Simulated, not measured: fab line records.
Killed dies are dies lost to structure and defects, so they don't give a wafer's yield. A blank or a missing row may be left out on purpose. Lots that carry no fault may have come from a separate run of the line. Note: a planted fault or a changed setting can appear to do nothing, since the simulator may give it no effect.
fab line records	flow sky130
[record] lots = 24	wafers = 72	lastDay = 50
route steps=708 shown POLY_GATE@228 LI_CONTACT@376 LOCAL_INTERCONNECT@400 VIA1@461
lots that met no fault: from a run of the same line without faults
startH: the number of hours between the record's first day and the start of the first shown wafer of the lot	waitH: hours from the lot's prior step to this one	" unchanged from the row above	L1.1+2: a single row standing in for several wafers	- either no value or no given start	* or withheld: withheld	< > ~ a bound
route shown NAME@n: names a module that has steps shown in the file, with the first one's number in the route	usual: the fault-free wafers' mean and standard deviation	same: alike in all rows	chamber/n: place in a boat	sites: readings site by site	_std_site: how widely they spread, as a standard deviation	_edge_site: the outer-site mean with the inner-site mean subtracted	radiusMm: for every site, how far away it sits from the centre of the wafer	mask NAME#n: copy n	behind: the tool/chamber that last shaped the wafer	hold: cause of the lot's hold/its duration in hours/its outcome	device: transistor that didn't switch, given as n, p or np	end of line: the route-end tests of the same wafers	a step given without rows: its recipe and nothing more	killed: at the first sort, the dies lost to defects and structure; wafer yield is something else	map: the dies of a wafer, with x for killed, . for not killed, _ for no die there
set.NAME: the setting the step ran with; set.NAME@STEP: the setting that earlier step ran with	model.NAME: the simulator's own value behind a step, which no gauge read
steps of the route over a sample of lots; a table a step, a row a wafer
services: a tool's chamber out of use, with start hour (startH, from the record's first day; less than 0 if before it), hours out, and reason
[[steps]]
[step SKY_POLY_GATE_OVL_MEAS_14]
[usual] POLY_GATE_OVL = 0/4.9
lot.wafer	tool	chamber	startH	waitH	POLY_GATE_OVL[nm]
L074.1	overlay-02	-	386.28	0.1	3
L074.4	"	-	"	"	0
L074.6	"	-	"	"	9
L075.2	overlay-02	-	388.92	0.1	3
L075.4	"	-	"	"	2
L075.5	"	-	"	"	1
L077.2	overlay-02	-	407.55	0.1	5
L077.3	"	-	"	"	2
L077.5	"	-	"	"	-5
L076.2	overlay-01	-	409.50	0.1	-5
L076.3	"	-	"	"	-5
L076.6	"	-	"	"	-7
L078.2	overlay-02	-	419.37	0.1	-2
L078.4	"	-	"	"	-5
L078.5	"	-	"	"	-5
L079.1	overlay-02	-	420.08	0.1	-7
L079.2	"	-	"	"	-4
L079.6	"	-	"	"	-4
L081.1	overlay-01	-	431.26	0.1	2
L081.2	"	-	"	"	5
L081.3	"	-	"	"	0
L080.2	overlay-02	-	436.14	0.1	5
L080.3	"	-	"	"	-6
L080.5	"	-	"	"	-7
L082.1	overlay-01	-	444.46	0.1	9
L082.3	"	-	"	"	5
L082.6	"	-	"	"	7
L083.1	overlay-02	-	459.43	0.1	2
L083.2	"	-	"	"	1
L083.4	"	-	"	"	6
L084.1	overlay-02	-	464.93	0.1	1
L084.2	"	-	"	"	14
L084.4	"	-	"	"	7
L085.2	overlay-01	-	474.07	0.1	-2
L085.4	"	-	"	"	0
L085.6	"	-	"	"	-5
L086.2	overlay-02	-	480.19	0.1	3
L086.5	"	-	"	"	-2
L086.6	"	-	"	"	-2
L087.3	overlay-01	-	491.41	0.1	4
L087.4	"	-	"	"	-2
L087.5	"	-	"	"	4
L088.1	overlay-01	-	495.56	0.1	0
L088.2	"	-	"	"	-2
L088.4	"	-	"	"	2
L089.1	overlay-01	-	506.03	0.1	-3
L089.3	"	-	"	"	-2
L089.5	"	-	"	"	-1
L091.3	overlay-01	-	518.46	0.1	-5
L091.4	"	-	"	"	-6
L091.6	"	-	"	"	-7
L090.2	overlay-01	-	519.52	0.1	6
L090.3	"	-	"	"	-2
L090.5	"	-	"	"	-3
L092.1	overlay-01	-	527.51	0.1	7
L092.2	"	-	"	"	1
L092.3	"	-	"	"	6
L093.4	overlay-02	-	540.75	0.1	2
L093.5	"	-	"	"	7
L093.6	"	-	"	"	6
L094.2	overlay-02	-	542.30	0.1	-2
L094.3	"	-	"	"	-4
L094.6	"	-	"	"	0
L095.1	overlay-02	-	557.16	0.1	2
L095.5	"	-	"	"	0
L095.6	"	-	"	"	3
L096.2	overlay-01	-	564.72	0.1	2
L096.4	"	-	"	"	-2
L096.6	"	-	"	"	-5
L097.3	overlay-02	-	570.37	0.1	5
L097.5	"	-	"	"	5
L097.6	"	-	"	"	-2
[step SKY_POLY_GATE_THK_MEAS_21]
[recipe] reads = SiO2_of_POLY_GATE_OXIDATION_20
[usual] POLY_GATE_OXIDATION_THK = 4.05/0.065
lot.wafer	tool	chamber	startH	waitH	POLY_GATE_OXIDATION_THK[nm]
L074.1	filmMetro-03	-	388.92	0.0	3.97
L074.4	"	-	"	"	4.02
L074.6	"	-	"	"	3.98
L075.2	filmMetro-01	-	390.65	0.0	4.06
L075.4	"	-	"	"	4.09
L075.5	"	-	"	"	4.12
L077.2	filmMetro-02	-	410.08	0.0	4.02
L077.3	"	-	"	"	4.07
L077.5	"	-	"	"	4.17
L076.2	filmMetro-03	-	411.33	0.0	3.94
L076.3	"	-	"	"	3.98
L076.6	"	-	"	"	4.04
L078.2	filmMetro-02	-	421.69	0.0	4.04
L078.4	"	-	"	"	3.94
L078.5	"	-	"	"	4.07
L079.1	filmMetro-03	-	422.93	0.0	4.13
L079.2	"	-	"	"	4.04
L079.6	"	-	"	"	4.03
L081.1	filmMetro-01	-	433.79	0.0	4.08
L081.2	"	-	"	"	4.12
L081.3	"	-	"	"	4.06
L080.2	filmMetro-02	-	438.90	0.0	4.13
L080.3	"	-	"	"	4.01
L080.5	"	-	"	"	4.04
L082.1	filmMetro-02	-	447.12	0.0	4.16
L082.3	"	-	"	"	4.02
L082.6	"	-	"	"	4.10
L083.1	filmMetro-02	-	462.22	0.0	4.05
L083.2	"	-	"	"	4.01
L083.4	"	-	"	"	4.06
L084.1	filmMetro-02	-	467.66	0.0	4.02
L084.2	"	-	"	"	4.07
L084.4	"	-	"	"	4.09
L085.2	filmMetro-03	-	475.84	0.0	4.08
L085.4	"	-	"	"	4.14
L085.6	"	-	"	"	4.05
L086.2	filmMetro-02	-	481.87	0.0	4.15
L086.5	"	-	"	"	4.09
L086.6	"	-	"	"	4.15
L087.3	filmMetro-02	-	494.15	0.0	4.08
L087.4	"	-	"	"	3.98
L087.5	"	-	"	"	4.08
L088.1	filmMetro-01	-	497.24	0.0	4.04
L088.2	"	-	"	"	4.08
L088.4	"	-	"	"	4.09
L089.1	filmMetro-03	-	508.51	0.0	4.00
L089.3	"	-	"	"	4.05
L089.5	"	-	"	"	4.06
L091.3	filmMetro-02	-	520.14	0.0	4.14
L091.4	"	-	"	"	4.23
L091.6	"	-	"	"	4.15
L090.2	filmMetro-01	-	521.19	0.0	3.99
L090.3	"	-	"	"	4.05
L090.5	"	-	"	"	4.04
L092.1	filmMetro-03	-	529.18	0.0	3.98
L092.2	"	-	"	"	3.99
L092.3	"	-	"	"	3.95
L093.4	filmMetro-02	-	542.43	0.0	4.04
L093.5	"	-	"	"	4.15
L093.6	"	-	"	"	4.11
L094.2	filmMetro-02	-	543.98	0.0	4.07
L094.3	"	-	"	"	3.98
L094.6	"	-	"	"	3.97
L095.1	filmMetro-02	-	558.84	0.0	4.00
L095.5	"	-	"	"	3.97
L095.6	"	-	"	"	4.08
L096.2	filmMetro-01	-	566.49	0.0	3.99
L096.4	"	-	"	"	3.97
L096.6	"	-	"	"	3.94
L097.3	filmMetro-03	-	572.55	0.0	4.03
L097.5	"	-	"	"	4.02
L097.6	"	-	"	"	4.06
[step SKY_LI_CONTACT_ETCH_14]
[recipe] chemistry = N2/H2	target = BARC	ionEnergyEv = 200	sourceW = 500	biasW = 100	pressureMtorr = 30	n2FlowSccm = 100	h2FlowSccm = 200	stopOn = SiO2	timeS = 45.9	targetDepthA = 600
[usual] biasW = 100.05/0.28	drypumpMotorCurrentA = 5.8/0.45	oesProductAu = 0.855/0.0047	throttleValvePct = 13.227/0.009
lot.wafer	tool	chamber	startH	waitH	biasW	drypumpMotorCurrentA	oesProductAu	rfHoursCounterH	throttleValvePct
L074.1	rieDiel-04	0	690.45	0.0	99.94	5.8	0.852	8	13.225
L074.4	"	1	"	"	99.94	5.2	0.841	-	13.230
L074.6	"	3	"	"	99.56	6.0	0.844	-	13.217
L075.2	rieDiel-04	3	693.07	0.0	99.95	6.0	0.858	3	13.222
L075.4	"	1	"	"	100.11	5.2	0.852	-	13.219
L075.5	"	0	"	"	100.49	5.8	0.859	-	13.210
L077.2	rieDiel-03	1	713.45	0.0	100.13	5.7	0.859	6	13.216
L077.3	"	0	"	"	99.86	5.3	0.855	13	13.227
L077.5	"	1	"	"	100.24	5.7	0.855	-	13.215
L076.2	rieDiel-03	2	715.30	0.0	100.53	6.2	0.850	5	13.228
L076.3	"	3	"	"	100.00	6.2	0.856	7	13.215
L076.6	"	1	"	"	99.97	5.7	0.855	-	13.223
L078.2	rieDiel-03	3	722.27	0.0	100.10	6.2	0.853	7	13.237
L078.4	"	2	"	"	99.80	6.2	0.856	5	13.214
L078.5	"	1	"	"	99.74	5.7	0.857	-	13.242
L079.1	rieDiel-04	0	723.85	0.0	100.14	5.8	0.860	9	13.230
L079.2	"	3	"	"	100.27	6.0	0.850	3	13.210
L079.6	"	0	"	"	99.30	5.8	0.851	-	13.220
L081.1	rieDiel-03	3	733.90	0.0	100.22	6.2	0.857	8	13.224
L081.2	"	0	"	"	100.45	5.3	0.858	14	13.223
L081.3	"	1	"	"	100.16	5.7	0.862	6	13.237
L080.2	rieDiel-04	1	736.80	0.0	99.91	5.1	0.853	5	13.230
L080.3	"	2	"	"	99.96	6.3	0.851	40	13.218
L080.5	"	2	"	"	99.93	6.3	0.861	-	13.225
L082.1	rieDiel-01	3	745.50	0.0	99.93	5.1	0.851	16	13.214
L082.3	"	0	"	"	100.35	6.7	0.853	14	13.238
L082.6	"	3	"	"	99.96	5.1	0.860	-	13.213
L083.1	rieDiel-04	2	756.87	0.0	100.12	6.2	0.853	41	13.232
L083.2	"	0	"	"	99.72	5.8	0.859	10	13.217
L083.4	"	2	"	"	99.87	6.2	0.859	-	13.232
L084.1	rieDiel-03	2	765.90	0.0	100.02	6.2	0.849	6	13.231
L084.2	"	0	"	"	100.15	5.3	0.855	15	13.226
L084.4	"	0	"	"	100.08	5.3	0.856	-	13.222
L085.2	rieDiel-01	3	771.00	0.0	100.05	5.1	0.860	16	13.220
L085.4	"	2	"	"	100.41	6.1	0.849	13	13.227
L085.6	"	3	"	"	99.96	5.1	0.867	-	13.234
L086.2	rieDiel-03	0	776.80	0.0	100.08	5.3	0.853	15	13.221
L086.5	"	2	"	"	100.45	6.2	0.853	-	13.229
L086.6	"	1	"	"	99.89	5.7	0.860	-	13.228
L087.3	rieDiel-01	3	785.40	0.0	100.32	5.1	0.854	17	13.219
L087.4	"	1	"	"	100.55	6.1	0.849	-	13.232
L087.5	"	3	"	"	100.49	5.1	0.857	-	13.225
L088.1	rieDiel-04	2	792.44	0.0	99.86	6.3	0.854	0	13.231
L088.2	"	0	"	"	100.44	5.8	0.863	11	13.231
L088.4	"	1	"	"	99.57	5.2	0.860	7	13.236
L089.1	rieDiel-01	0	798.32	0.0	99.84	6.7	0.855	16	13.220
L089.3	"	3	"	"	100.42	5.1	0.856	18	13.226
L089.5	"	1	"	"	100.15	6.0	0.856	-	13.228
L091.3	rieDiel-03	1	810.15	0.0	100.45	5.7	0.850	7	13.232
L091.4	"	2	"	"	100.24	6.2	0.854	8	13.241
L091.6	"	2	"	"	100.22	6.2	0.846	-	13.220
L090.2	rieDiel-01	1	810.25	0.0	100.05	6.0	0.853	31	13.233
L090.3	"	0	"	"	99.88	6.7	0.863	16	13.230
L090.5	"	1	"	"	99.87	5.9	0.848	-	13.218
L092.1	rieDiel-03	0	818.45	0.0	100.44	5.3	0.862	16	13.240
L092.2	"	2	"	"	99.91	6.1	0.849	8	13.235
L092.3	"	1	"	"	99.93	5.7	0.853	7	13.229
L093.4	rieDiel-04	1	828.65	0.0	100.04	5.2	0.862	8	13.233
L093.5	"	0	"	"	99.98	5.8	0.869	-	13.217
L093.6	"	3	"	"	100.46	6.0	0.853	-	13.212
L094.2	rieDiel-04	1	829.77	0.0	99.83	5.2	0.851	8	13.218
L094.3	"	0	"	"	99.49	5.8	0.854	12	13.220
L094.6	"	2	"	"	99.91	6.2	0.846	-	13.224
L095.1	rieDiel-04	2	843.80	0.0	99.81	6.3	0.860	2	13.227
L095.5	"	0	"	"	99.70	5.8	0.855	-	13.235
L095.6	"	1	"	"	100.30	5.2	0.851	-	13.235
L096.2	rieDiel-01	1	851.35	0.0	99.72	6.0	0.847	33	13.221
L096.4	"	2	"	"	100.28	6.2	0.860	-	13.212
L096.6	"	1	"	"	100.09	6.0	0.853	-	13.214
L097.3	rieDiel-04	3	855.75	0.0	100.88	6.0	0.858	6	13.227
L097.5	"	2	"	"	100.14	6.3	0.849	-	13.213
L097.6	"	1	"	"	99.95	5.1	0.849	-	13.245
[step SKY_LI_CONTACT_CVD_21]
[recipe] material = W	targetThkNm = 400	timeS = 120.56	tempC = 400	pressureTorr = 40
[usual] heaterPowerW = 822/83
lot.wafer	tool	chamber	startH	waitH	heaterPowerW
L074.1	cvdW-02	0	691.02	0.0	844
L074.4	"	0	"	"	848
L074.6	"	1	"	"	928
L075.2	cvdW-01	0	693.64	0.0	732
L075.4	"	0	"	"	730
L075.5	"	1	"	"	731
L077.2	cvdW-01	1	714.01	0.0	736
L077.3	"	1	"	"	733
L077.5	"	0	"	"	710
L076.2	cvdW-02	1	715.86	0.0	923
L076.3	"	1	"	"	899
L076.6	"	1	"	"	921
L078.2	cvdW-02	1	722.83	0.0	919
L078.4	"	1	"	"	930
L078.5	"	1	"	"	920
L079.1	cvdW-01	1	724.41	0.0	736
L079.2	"	0	"	"	730
L079.6	"	0	"	"	744
L081.1	cvdW-02	0	734.46	0.0	853
L081.2	"	1	"	"	909
L081.3	"	1	"	"	909
L080.2	cvdW-02	1	737.36	0.0	916
L080.3	"	1	"	"	954
L080.5	"	0	"	"	837
L082.1	cvdW-01	0	746.09	0.0	740
L082.3	"	1	"	"	740
L082.6	"	0	"	"	702
L083.1	cvdW-01	0	757.43	0.0	727
L083.2	"	1	"	"	754
L083.4	"	1	"	"	730
L084.1	cvdW-01	0	766.47	0.0	730
L084.2	"	1	"	"	721
L084.4	"	0	"	"	723
L085.2	cvdW-01	1	771.56	0.0	728
L085.4	"	1	"	"	762
L085.6	"	0	"	"	716
L086.2	cvdW-02	0	777.36	0.0	862
L086.5	"	1	"	"	920
L086.6	"	0	"	"	859
L087.3	cvdW-01	1	786.02	0.1	736
L087.4	"	0	"	"	726
L087.5	"	1	"	"	759
L088.1	cvdW-02	0	793.00	0.0	827
L088.2	"	1	"	"	931
L088.4	"	1	"	"	914
L089.1	cvdW-02	1	798.88	0.0	934
L089.3	"	0	"	"	841
L089.5	"	1	"	"	921
L091.3	cvdW-02	1	810.78	0.1	902
L091.4	"	0	"	"	860
L091.6	"	1	"	"	911
L090.2	cvdW-01	1	810.81	0.0	738
L090.3	"	0	"	"	727
L090.5	"	1	"	"	747
L092.1	cvdW-02	0	819.01	0.0	832
L092.2	"	1	"	"	909
L092.3	"	1	"	"	941
L093.4	cvdW-02	0	829.27	0.1	870
L093.5	"	0	"	"	855
L093.6	"	1	"	"	932
L094.2	cvdW-02	1	830.36	0.0	929
L094.3	"	0	"	"	860
L094.6	"	1	"	"	927
L095.1	cvdW-02	1	844.53	0.0	924
L095.5	"	1	"	"	953
L095.6	"	0	"	"	841
L096.2	cvdW-01	1	851.92	0.0	731
L096.4	"	0	"	"	727
L096.6	"	0	"	"	737
L097.3	cvdW-02	1	856.52	0.1	910
L097.5	"	0	"	"	846
L097.6	"	1	"	"	949
[step SKY_LOCAL_INTERCONNECT_ETCH_13]
[recipe] chemistry = N2/H2	target = BARC	ionEnergyEv = 200	biasW = 100	pressureMtorr = 30	n2FlowSccm = 100	h2FlowSccm = 200	icpW = 500	stopOn = SiO2	timeS = 45.9	targetDepthA = 600
[usual] biasW = 100.0/0.31	drypumpMotorCurrentA = 5.48/0.29	oesProductAu = 0.854/0.0047	throttleValvePct = 13.224/0.0088
lot.wafer	tool	chamber	startH	waitH	biasW	drypumpMotorCurrentA	oesProductAu	rfHoursCounterH	throttleValvePct
L074.1	rieMetal-02	1	719.63	0.0	100.2	5.81	0.852	11	13.223
L074.4	"	0	"	"	100.2	5.15	0.856	-	13.200
L074.6	"	1	"	"	100.5	5.81	0.859	-	13.219
L075.2	rieMetal-01	0	722.70	0.0	100.5	5.54	0.857	1	13.208
L075.4	"	0	"	"	100.2	5.56	0.862	-	13.218
L075.5	"	0	"	"	100.4	5.56	0.853	-	13.230
L077.2	rieMetal-03	0	742.88	0.0	99.9	4.94	0.859	11	13.220
L077.3	"	0	"	"	99.9	4.94	0.858	-	13.220
L077.5	"	1	"	"	100.6	5.40	0.855	-	13.214
L076.2	rieMetal-02	1	744.57	0.0	99.7	5.82	0.858	-	13.225
L076.3	"	1	"	"	99.4	5.83	0.858	-	13.221
L076.6	"	1	"	"	99.5	5.82	0.853	-	13.222
L078.2	rieMetal-02	1	751.16	0.1	99.6	5.81	0.851	-	13.237
L078.4	"	1	"	"	99.6	5.81	0.852	-	13.220
L078.5	"	1	"	"	100.0	5.80	0.858	-	13.229
L079.1	rieMetal-03	0	753.20	0.0	99.8	4.93	0.850	12	13.245
L079.2	"	1	"	"	100.1	5.43	0.857	17	13.214
L079.6	"	0	"	"	100.2	4.93	0.854	-	13.228
L081.1	rieMetal-02	1	762.72	0.0	100.0	5.80	0.856	13	13.232
L081.2	"	1	"	"	100.0	5.80	0.861	-	13.231
L081.3	"	1	"	"	100.5	5.81	0.855	-	13.224
L080.2	rieMetal-02	0	766.45	0.0	99.2	5.14	0.857	0	13.229
L080.3	"	0	"	"	99.8	5.16	0.854	-	13.227
L080.5	"	1	"	"	99.8	5.81	0.848	-	13.227
L082.1	rieMetal-01	0	774.42	0.0	99.8	5.55	0.859	2	13.222
L082.3	"	0	"	"	99.9	5.53	0.851	-	13.215
L082.6	"	0	"	"	100.0	5.54	0.856	-	13.228
L083.1	rieMetal-02	1	784.98	0.0	100.1	5.83	0.852	14	13.219
L083.2	"	0	"	"	100.2	5.15	0.859	1	13.228
L083.4	"	1	"	"	99.8	5.81	0.854	-	13.212
L084.1	rieMetal-03	1	793.80	0.0	100.0	5.43	0.855	0	13.231
L084.2	"	0	"	"	100.4	4.93	0.851	14	13.234
L084.4	"	0	"	"	99.8	4.93	0.850	-	13.220
L085.2	rieMetal-01	0	798.78	0.0	99.7	5.57	0.844	3	13.242
L085.4	"	0	"	"	100.0	5.51	0.849	-	13.243
L085.6	"	1	"	"	99.9	5.60	0.860	-	13.219
L086.2	rieMetal-01	1	804.78	0.0	99.8	5.63	0.848	15	13.223
L086.5	"	1	"	"	99.8	5.60	0.847	-	13.216
L086.6	"	0	"	"	99.8	5.55	0.861	-	13.228
L087.3	rieMetal-03	0	813.70	0.0	99.9	4.94	0.853	-	13.239
L087.4	"	1	"	"	100.1	5.41	0.857	-	13.211
L087.5	"	0	"	"	100.1	4.93	0.849	-	13.212
L088.1	rieMetal-03	1	820.30	0.0	99.5	5.43	0.858	1	13.223
L088.2	"	0	"	"	99.6	4.94	0.847	15	13.222
L088.4	"	1	"	"	100.0	5.42	0.859	-	13.214
L089.1	rieMetal-02	1	826.47	0.0	100.8	5.81	0.857	16	13.230
L089.3	"	1	"	"	100.5	5.81	0.854	-	13.204
L089.5	"	1	"	"	100.0	5.81	0.853	-	13.215
L091.3	rieMetal-01	0	837.74	0.1	100.2	5.54	0.852	-	13.224
L091.4	"	0	"	"	99.7	5.55	0.849	-	13.226
L091.6	"	0	"	"	100.1	5.55	0.852	-	13.213
L090.2	rieMetal-02	0	838.02	0.0	100.6	5.15	0.860	3	13.219
L090.3	"	0	"	"	100.7	5.14	0.854	-	13.209
L090.5	"	0	"	"	99.9	5.14	0.852	-	13.241
L092.1	rieMetal-01	1	845.77	0.0	100.0	5.59	0.850	0	13.223
L092.2	"	0	"	"	99.8	5.54	0.861	5	13.216
L092.3	"	1	"	"	100.0	5.59	0.857	-	13.228
L093.4	rieMetal-01	1	855.80	0.0	99.7	5.61	0.859	-	13.215
L093.5	"	1	"	"	100.0	5.60	0.854	-	13.239
L093.6	"	0	"	"	100.1	5.55	0.854	-	13.224
L094.2	rieMetal-02	0	857.27	0.0	99.8	5.17	0.857	4	13.213
L094.3	"	0	"	"	100.1	5.15	0.858	-	13.241
L094.6	"	0	"	"	100.4	5.15	0.851	-	13.241
L095.1	rieMetal-03	1	871.08	0.0	100.0	5.41	0.855	4	13.222
L095.5	"	1	"	"	99.8	5.41	0.851	-	13.230
L095.6	"	0	"	"	100.1	4.94	0.858	-	13.223
L096.2	rieMetal-01	1	879.22	0.0	99.8	5.61	0.849	1	13.235
L096.4	"	1	"	"	99.8	5.58	0.854	-	13.227
L096.6	"	0	"	"	100.4	5.53	0.855	-	13.237
L097.3	rieMetal-01	0	884.32	0.0	99.9	5.56	0.866	-	13.213
L097.5	"	1	"	"	99.8	5.60	0.854	-	13.228
L097.6	"	0	"	"	100.0	5.54	0.853	-	13.225
[step SKY_VIA1_BOW_MEAS_03]
[recipe] mode = bow
[usual] VIA1_BOW = 78/6.9
lot.wafer	tool	chamber	startH	waitH	VIA1_BOW[um]
L074.1	filmMetro-03	-	779.15	0.1	83
L074.4	"	-	"	"	71
L074.6	"	-	"	"	87
L075.2	filmMetro-01	-	781.83	0.1	72
L075.4	"	-	"	"	81
L075.5	"	-	"	"	68
L077.2	filmMetro-03	-	801.57	0.1	86
L077.3	"	-	"	"	87
L077.5	"	-	"	"	82
L076.2	filmMetro-03	-	803.18	0.1	84
L076.3	"	-	"	"	72
L076.6	"	-	"	"	78
L078.2	filmMetro-03	-	808.62	0.2	90
L078.4	"	-	"	"	82
L078.5	"	-	"	"	83
L079.1	filmMetro-01	-	809.59	0.1	76
L079.2	"	-	"	"	77
L079.6	"	-	"	"	78
L081.1	filmMetro-03	-	821.59	0.1	82
L081.2	"	-	"	"	71
L081.3	"	-	"	"	74
L080.2	filmMetro-02	-	823.48	0.3	82
L080.3	"	-	"	"	82
L080.5	"	-	"	"	72
L082.1	filmMetro-01	-	832.49	0.2	81
L082.3	"	-	"	"	80
L082.6	"	-	"	"	78
L083.1	filmMetro-03	-	841.77	0.2	84
L083.2	"	-	"	"	71
L083.4	"	-	"	"	84
L084.1	filmMetro-02	-	850.65	0.2	77
L084.2	"	-	"	"	72
L084.4	"	-	"	"	74
L085.2	filmMetro-01	-	856.19	0.2	86
L085.4	"	-	"	"	84
L085.6	"	-	"	"	80
L086.2	filmMetro-03	-	861.97	0.2	72
L086.5	"	-	"	"	76
L086.6	"	-	"	"	83
L087.3	filmMetro-02	-	870.35	0.2	60
L087.4	"	-	"	"	71
L087.5	"	-	"	"	67
L088.1	filmMetro-03	-	876.15	0.2	76
L088.2	"	-	"	"	82
L088.4	"	-	"	"	81
L089.1	filmMetro-01	-	882.80	0.2	76
L089.3	"	-	"	"	82
L089.5	"	-	"	"	86
L091.3	filmMetro-02	-	893.94	0.3	69
L091.4	"	-	"	"	82
L091.6	"	-	"	"	61
L090.2	filmMetro-03	-	894.15	0.2	76
L090.3	"	-	"	"	71
L090.5	"	-	"	"	81
L092.1	filmMetro-02	-	902.49	0.2	64
L092.2	"	-	"	"	77
L092.3	"	-	"	"	71
L093.4	filmMetro-03	-	912.36	0.3	81
L093.5	"	-	"	"	82
L093.6	"	-	"	"	73
L094.2	filmMetro-03	-	913.60	0.1	81
L094.3	"	-	"	"	92
L094.6	"	-	"	"	84
L095.1	filmMetro-01	-	926.14	0.2	81
L095.5	"	-	"	"	78
L095.6	"	-	"	"	87
L096.2	filmMetro-03	-	934.02	0.3	75
L096.4	"	-	"	"	87
L096.6	"	-	"	"	87
L097.3	filmMetro-01	-	938.89	0.3	82
L097.5	"	-	"	"	88
L097.6	"	-	"	"	88
[[services]]
tool	chamber	startH	hours	kind
rieDiel-04	2	673.12	32.8	repair
rieDiel-01	1	680.54	1.4	repair
cvdW-02	0	681.22	9.2	repair
rieMetal-03	0	693.63	18.7	repair
rieMetal-02	-	694.17	2.0	repair
cvdW-01	-	696.43	1.0	repair
rieMetal-01	0	723.14	11.0	repair
rieDiel-04	3	728.49	32.6	repair
rieDiel-03	1	736.29	36.8	repair
rieDiel-01	2	778.99	17.7	repair
rieMetal-02	-	799.29	3.8	repair
rieMetal-01	-	807.32	14.6	pm
cvdW-02	-	822.87	0.7	repair
rieDiel-01	0	826.47	58.4	repair
rieMetal-01	0	827.48	1.5	repair
cvdW-02	-	842.24	0.9	repair
rieDiel-03	2	844.20	5.2	repair
rieDiel-03	1	846.24	2.2	repair
rieDiel-03	-	849.36	14.6	pm
rieDiel-01	-	853.16	1.7	repair
cvdW-01	0	860.37	10.2	repair
cvdW-01	1	865.92	8.0	repair
cvdW-02	-	868.00	0.5	repair
rieMetal-02	-	874.54	2.8	pm
[[key]]
fault none
